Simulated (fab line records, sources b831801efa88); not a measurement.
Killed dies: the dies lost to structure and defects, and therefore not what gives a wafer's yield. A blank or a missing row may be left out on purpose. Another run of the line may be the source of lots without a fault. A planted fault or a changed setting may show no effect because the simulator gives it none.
Comparing a struck lot with a sound one	flow sky130	15 out of 708 route steps
Sound: these wafers, L721.1, L721.4, L721.6. Wafers struck: L729.2, L729.4, L729.6. The cause is named last.
At each step with rows: each side's tool, then ch and its chambers, then its first start. Under that, the readings that differ: sound wafers	struck wafers	difference of the means	sigmas: that difference in standard deviations of wafers without a fault.
alike: same words and numbers on both sides, and readings whose means sit less than 2 such deviations apart. not compared: any withheld reading, any reading some wafer has no value for, any bound like >300 that may hide the same value, and any number with overlapping values for which the record gives no deviation.
Wherever a step has rows on one side only, a row that says differs or no value, or a row with sigmas, the two part there. Numbers that have no deviation but don't overlap get no sigmas and don't part them. A reading that every wafer of one side lacks parts them only if that side has two wafers or more.

SKY_VT_ADJUST_LVTN_OVL_MEAS_07:
  sound on overlay-02, day 7 09:05; struck on overlay-02, day 9 09:23
reading	sound	struck	difference	sigmas
VT_ADJUST_LVTN_OVL (nm)	-1.0 -1.0 -1.5	2.2 2.8 2.6	+3.7	+3
following that, these wafers have no rows for 1 step: SKY_VT_ADJUST_LVTN_IMPLANT_08.
SKY_VT_ADJUST_LVTN_STRIP_09: strips in O2/N2.
  sound on plasma-asher-02 ch 0,1, day 7 09:17; struck on plasma-asher-03 ch 0,1, day 9 09:34
  alike: drypump-motor-current-A, oes-product-au, strip-time-to-endpoint-s
  not compared: rf-hours-counter-h
SKY_VT_ADJUST_LVTN_TW_MEAS_10:
  sound on film-metro-04, day 7 09:23; struck on film-metro-02, day 9 09:41
  alike: VT_ADJUST_LVTN_TW
then, 7 steps without rows for these wafers: SKY_VT_ADJUST_LVTN_DEHYDRATE_11 (time 60 s); SKY_VT_ADJUST_LVTN_HMDS_12 (prime time 60 s); SKY_VT_ADJUST_LVTN_COAT_13 (resist thk 1140 nm); SKY_VT_ADJUST_LVTN_SOFTBAKE_14 (time 60 s); SKY_VT_ADJUST_LVTN_EXPOSE_15 (exposes mask HVN STD DERIVED, target cd 600 nm); SKY_VT_ADJUST_LVTN_PEB_16; SKY_VT_ADJUST_LVTN_DEVELOP_17 (develop time 60 s).
SKY_VT_ADJUST_LVTN_OVL_MEAS_18:
  sound on overlay-01, day 8 05:24; struck on overlay-02, day 10 06:49
reading	sound	struck	difference	sigmas
VT_ADJUST_LVTN_01_OVL (nm)	-1.0 -2.1 -1.1	1.1 1.8 2.8	+3.3	+3
SKY_VT_ADJUST_LVTN_IMPLANT_19:
  sound on implanter-03 ch 0, day 8 05:26; struck on implanter-01, day 10 06:52
  no value came back on the struck wafers for beam-energy-keV, beam-on-s (s); on the sound wafers beam-energy-keV reads 29.998 29.993 30.002
SKY_VT_ADJUST_LVTN_STRIP_20: strips in O2/N2.
  sound on plasma-asher-03 ch 0,1, day 8 05:35; struck on plasma-asher-01 ch 0,1, day 10 06:59
reading	sound	struck	difference	sigmas
strip-time-to-endpoint-s (s)	14.30 14.26 14.24	14.16 14.15 14.17	-0.11	-3
  alike: drypump-motor-current-A, oes-product-au
  not compared: rf-hours-counter-h
SKY_VT_ADJUST_LVTN_TW_MEAS_21:
  sound on film-metro-04, day 8 05:41; struck on film-metro-04, day 10 07:06
reading	sound	struck	difference	sigmas
VT_ADJUST_LVTN_2_TW	189.9 189.7 190.0	30.3 30.2 30.4	-159.6	-99 or more

== WHERE THEY PART ==
At SKY_VT_ADJUST_LVTN_OVL_MEAS_07 first; at SKY_VT_ADJUST_LVTN_TW_MEAS_21 last (within this record only).

WHY: the cause the simulator had injected
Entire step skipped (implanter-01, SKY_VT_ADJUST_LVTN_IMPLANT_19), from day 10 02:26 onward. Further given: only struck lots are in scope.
